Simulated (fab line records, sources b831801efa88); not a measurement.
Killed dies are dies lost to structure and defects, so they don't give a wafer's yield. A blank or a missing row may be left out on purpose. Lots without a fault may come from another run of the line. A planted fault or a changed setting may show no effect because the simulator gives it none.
Chamber matching | flow gf180mcu | GF_CONTACT_CMP_04 on cmp-01: 4 sister chambers
The step polishes SiO2. 4 wafers are shown with their chamber, then 9 later ones without.

WAFERS WITH THEIR CHAMBER
wafer  | chamber | motor_current_A (A)
L170.3 | 0       | 11.5
L170.6 | 2       | 13.6
L171.4 | 1       | 11.1
L171.6 | 3       | 11.5

WAFERS WITHOUT THEIR CHAMBER
wafer  | motor_current_A (A)
L181.1 | 11.6
L181.3 | 11.4
L181.5 | 10.7
L185.1 | 12.4
L185.2 | 11.5
L185.3 | 12.0
L186.3 | 11.0
L186.4 | 12.1
L186.5 | 11.5

WHICH CHAMBER EACH WENT THROUGH
wafer  | from the rows above               | in truth
L181.1 | can't be placed: 0 or 3 or 1      | 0
L181.3 | can't be placed: 0 or 3 or 1      | 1
L181.5 | can't be placed: 1 or 0 or 3      | 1
L185.1 | can't be placed: 0 or 3 or 2 or 1 | 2
L185.2 | can't be placed: 0 or 3 or 1      | 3
L185.3 | can't be placed: 0 or 3 or 1      | 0
L186.3 | can't be placed: 1 or 0 or 3      | 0
L186.4 | can't be placed: 0 or 3 or 1      | 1
L186.5 | can't be placed: 0 or 3 or 1      | 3
Placed correctly: 0 of 9. Can't be placed from these rows: 9 (the true chamber is among the candidates in 9). Placed wrongly: 0.
How it was worked out, from the rows above alone: a wafer's distance from a chamber is the root of the sum, over the readings, of the square of ((its reading less the chamber's mean) divided by the reading's scatter). The wafer belongs to the nearest chamber; if the next one is less than 2 further off, it can't be placed. A chamber's mean is the mean of its shown wafers. The scatter: with one shown wafer a chamber, the root of the mean of the squares of how far each hidden wafer lies from its nearest shown one.
